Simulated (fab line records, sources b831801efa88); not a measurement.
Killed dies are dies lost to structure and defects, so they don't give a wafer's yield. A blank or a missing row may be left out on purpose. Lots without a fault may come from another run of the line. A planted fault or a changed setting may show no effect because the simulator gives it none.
A struck lot beside a sound one | flow sky130 | 15 steps out of a route of 708
Sound: wafers L706.3, L706.4, L706.5. Struck: wafers L718.1, L718.5. (L718.2 of the same lot was not struck and is left out.) The cause comes at the end.
At each step with rows: each side's tool, then ch and its chambers, then its first start. Under that, the readings that differ: sound wafers | struck wafers | difference of the means | sigmas: that difference in standard deviations of wafers without a fault.
alike: readings whose means differ by less than 2 such deviations, and words and numbers that are the same on both sides. not compared: withheld readings, readings that some wafer has no value for, bounds like >300 that may hide the same value, and numbers for which the record gives no deviation and whose values overlap.
The two part at a step that has a row with sigmas, a row that says differs or no value, or rows on one side only. Numbers that don't overlap but have no deviation are shown without sigmas and don't part them. A reading that every wafer of one side lacks parts them only if that side has two wafers or more.

SKY_FIELD_ISO_THK_MEAS_02:
  sound on film_metro-03, day 2 05:45; struck on film_metro-01, day 4 16:07
  alike: FIELD_ISO_OXIDATION_00_THK
then, 1 step without rows for these wafers: SKY_FIELD_ISO_CVD_03 (deposits Si3N4 from DCS/NH3, target thk 165 nm, time 2830 s).
SKY_FIELD_ISO_THK_MEAS_04:
  sound on film_metro-03, day 2 07:35; struck on film_metro-03, day 4 18:55
  alike: FIELD_ISO_CVD_03_THK
then, 8 steps without rows for these wafers: SKY_FIELD_ISO_DEHYDRATE_05 (time 60 s); SKY_FIELD_ISO_HMDS_06 (prime time 60 s); SKY_FIELD_ISO_COAT_07 (resist thk 60 nm); SKY_FIELD_ISO_COAT_08 (resist thk 450 nm); SKY_FIELD_ISO_SOFTBAKE_09 (time 90 s); SKY_FIELD_ISO_EXPOSE_10 (exposes mask FOM, target cd 150 nm); SKY_FIELD_ISO_PEB_11; SKY_FIELD_ISO_DEVELOP_12 (develop time 60 s).
SKY_FIELD_ISO_CD_MEAS_13: target cd 150 nm.
  sound on cd_sem-01, day 2 21:49; struck on cd_sem-02, day 5 12:01
  alike: cd_nm
SKY_FIELD_ISO_ETCH_14: etches BARC in N2/H2, stops on SiO2, time 45.9 s, target depth 60 nm.
  sound on rie_diel-02 ch 0,2, day 2 21:54; struck on rie_diel-01 ch 2, day 5 12:08
  reading                                          | sound           | struck      | difference | sigmas
  bias_w (W)                                       | 99.9 99.4 99.2  | 68.9 68.9   | -30.6      | -90
  model.KrF-thick_of_FIELD_ISO_COAT_08.thk_nm (nm) | 392 391.2 389.9 | 399.1 397.5 | +7.3       |
  alike: drypump_motor_current_A, n2_flow_sccm, oes_product_au, throttle_valve_pct
  not compared: rf_hours_counter_h
SKY_FIELD_ISO_ETCH_15: etches the open film in CHF3/O2, stops on Si, target depth 180 nm, time 72 s.
  sound on rie_diel-02 ch 0,2, day 2 21:56; struck on rie_diel-01 ch 2, day 5 12:10
  alike: O2_flow_sccm, bias_w, drypump_motor_current_A, oes_product_au, throttle_valve_pct
  not compared: rf_hours_counter_h
-- the record jumps here: 44 days lie between the struck wafers' starts before and after (it left off in module FIELD_ISO and takes up again in module PAD_OPEN, whose first step shown is number 708 of the route) --
SKY_PAD_OPEN_PROBE_99:
  the record has rows for the struck wafers here (prober-01, day 49 13:02) and none for the sound ones

WHERE THEY PART
First at SKY_FIELD_ISO_ETCH_14; last, within this record, at SKY_PAD_OPEN_PROBE_99.

WHY: what the simulator had put in
Process parameter drift: rie_diel-01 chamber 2, from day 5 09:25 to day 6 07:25, at SKY_FIELD_ISO_ETCH_14. Setting bias_w, moved by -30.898, from 100. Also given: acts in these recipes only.
